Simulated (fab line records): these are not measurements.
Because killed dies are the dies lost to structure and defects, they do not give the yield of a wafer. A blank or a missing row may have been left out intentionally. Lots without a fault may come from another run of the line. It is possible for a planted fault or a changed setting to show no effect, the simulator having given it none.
Tool commonality check / flow sky130 / Sampled: 11 lots, 33 wafers

WHY THIS WAS OPENED
At SKY_SD_N_RS_MEAS_16 the reading SD_N_RS is flagged on 3 of 11 lots. Wafers without a fault read 68.61 ohm/sq, standard deviation 0.12.
Rule: a lot is flagged in two cases, either no wafer of it has a number, or all its wafers with numbers fall more than 4 standard deviations from that mean. All remaining lots are regarded as sound.

lot=L511; measured=day 29 00:25; on=film_metro-02; SD_N_RS (ohm/sq), wafer by wafer=68.58 68.59 68.69; flag=
lot=L512; measured=day 29 14:22; on=film_metro-03; SD_N_RS (ohm/sq), wafer by wafer=68.40 68.55 68.36; flag=
lot=L513; measured=day 29 15:48; on=film_metro-02; SD_N_RS (ohm/sq), wafer by wafer=68.60 68.48 68.69; flag=
lot=L514; measured=day 29 21:46; on=film_metro-02; SD_N_RS (ohm/sq), wafer by wafer=68.75 68.68 68.73; flag=
lot=L519; measured=day 31 09:55; on=film_metro-02; SD_N_RS (ohm/sq), wafer by wafer=68.63 68.38 68.65; flag=
lot=L521; measured=day 31 20:46; on=film_metro-02; SD_N_RS (ohm/sq), wafer by wafer=68.52 68.57 68.51; flag=
lot=L522; measured=day 31 22:57; on=film_metro-03; SD_N_RS (ohm/sq), wafer by wafer=68.72 68.69 68.54; flag=
lot=L526; measured=day 33 16:42; on=film_metro-02; SD_N_RS (ohm/sq), wafer by wafer=68.61 68.53 68.71; flag=
lot=L528; measured=day 33 21:25; on=film_metro-02; SD_N_RS (ohm/sq), wafer by wafer=67.61 67.61 67.57; flag=FLAGGED
lot=L529; measured=day 34 09:14; on=film_metro-03; SD_N_RS (ohm/sq), wafer by wafer=67.46 67.44 67.56; flag=FLAGGED
lot=L530; measured=day 34 12:44; on=film_metro-02; SD_N_RS (ohm/sq), wafer by wafer=67.72 67.63 67.75; flag=FLAGGED
The mean of the flagged lots' numbers is 67.59 ohm/sq, -1.02 ohm/sq from the usual (-8 standard deviations).

WHICH TOOL RAN EACH LOT
Before the reading, the record contains 2 process steps out of a 708-step route. In each cell: the tool, then ch and the chambers that the sampled wafers went through, then the start.
lot=L511; flag=; SKY_SD_N_IMPLANT_09=implanter-02 ch 0, day 28 23:44; SKY_SD_N_STRIP_11=plasma_asher-04 ch 0,1, day 29 00:01
lot=L512; flag=; SKY_SD_N_IMPLANT_09=implanter-03 ch 0, day 29 13:41; SKY_SD_N_STRIP_11=plasma_asher-04 ch 0,1, day 29 13:57
lot=L513; flag=; SKY_SD_N_IMPLANT_09=implanter-02 ch 0, day 29 15:07; SKY_SD_N_STRIP_11=plasma_asher-03 ch 0,1, day 29 15:25
lot=L514; flag=; SKY_SD_N_IMPLANT_09=implanter-03 ch 0, day 29 21:05; SKY_SD_N_STRIP_11=plasma_asher-01 ch 0,1, day 29 21:22
lot=L519; flag=; SKY_SD_N_IMPLANT_09=implanter-03 ch 0, day 31 09:14; SKY_SD_N_STRIP_11=plasma_asher-03 ch 0,1, day 31 09:31
lot=L521; flag=; SKY_SD_N_IMPLANT_09=implanter-02 ch 0, day 31 20:05; SKY_SD_N_STRIP_11=plasma_asher-04 ch 0,1, day 31 20:23
lot=L522; flag=; SKY_SD_N_IMPLANT_09=implanter-03 ch 0, day 31 22:16; SKY_SD_N_STRIP_11=plasma_asher-03 ch 0,1, day 31 22:34
lot=L526; flag=; SKY_SD_N_IMPLANT_09=implanter-02 ch 0, day 33 16:01; SKY_SD_N_STRIP_11=plasma_asher-04 ch 0,1, day 33 16:19
lot=L528; flag=FLAGGED; SKY_SD_N_IMPLANT_09=implanter-03 ch 0, day 33 20:43; SKY_SD_N_STRIP_11=plasma_asher-04 ch 0,1, day 33 21:01
lot=L529; flag=FLAGGED; SKY_SD_N_IMPLANT_09=implanter-03 ch 0, day 34 08:34; SKY_SD_N_STRIP_11=plasma_asher-04 ch 0,1, day 34 08:50
lot=L530; flag=FLAGGED; SKY_SD_N_IMPLANT_09=implanter-03 ch 0, day 34 12:04; SKY_SD_N_STRIP_11=plasma_asher-01 ch 0,1, day 34 12:20
These steps, and what they do:
- SKY_SD_N_IMPLANT_09
- SKY_SD_N_STRIP_11: strips in O2/N2.
- SKY_SD_N_RS_MEAS_16: measures by four-point-probe.

FLAGGED OVER TOTAL, TOOL BY TOOL (the gauges that took the reading come last)
step=SKY_SD_N_IMPLANT_09; tool=implanter-02; lots run=4; flagged=0; share of the flagged lots=none; sound lots run after its first flagged lot=-
step=SKY_SD_N_IMPLANT_09; tool=implanter-03; lots run=7; flagged=3; share of the flagged lots=all; sound lots run after its first flagged lot=0
step=SKY_SD_N_STRIP_11; tool=plasma_asher-01; lots run=2; flagged=1; share of the flagged lots=some; sound lots run after its first flagged lot=0
step=SKY_SD_N_STRIP_11; tool=plasma_asher-03; lots run=3; flagged=0; share of the flagged lots=none; sound lots run after its first flagged lot=-
step=SKY_SD_N_STRIP_11; tool=plasma_asher-04; lots run=6; flagged=2; share of the flagged lots=some; sound lots run after its first flagged lot=0
step=SKY_SD_N_RS_MEAS_16; tool=film_metro-02; lots run=8; flagged=2; share of the flagged lots=some; sound lots run after its first flagged lot=0
step=SKY_SD_N_RS_MEAS_16; tool=film_metro-03; lots run=3; flagged=1; share of the flagged lots=some; sound lots run after its first flagged lot=0

WHAT IS ALLOWED BY THE TABLE
In the table, 1 row covers all flagged lots: implanter-03 at SKY_SD_N_IMPLANT_09.
- implanter-03 at SKY_SD_N_IMPLANT_09 ran 7 lots, 3 of them flagged. Its last sound lot is L522 (day 31 22:16), its first flagged lot L528 (day 33 20:43): a fault that began between those two fits. Its own readings (end_station_pressure_torr) fall more than 4 standard deviations out on all wafers of the flagged lots.
Left over: one tool, implanter-03 at SKY_SD_N_IMPLANT_09.

WHAT THE SIMULATOR HAD PUT IN
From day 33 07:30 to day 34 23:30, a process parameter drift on implanter-03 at SKY_SD_N_IMPLANT_09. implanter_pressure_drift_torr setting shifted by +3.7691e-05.
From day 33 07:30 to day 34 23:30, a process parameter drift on implanter-03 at SKY_SD_N_IMPLANT_09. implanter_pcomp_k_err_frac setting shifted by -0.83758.
Lots struck among those shown: L528, L529, L530. This agrees with what the rule above found.
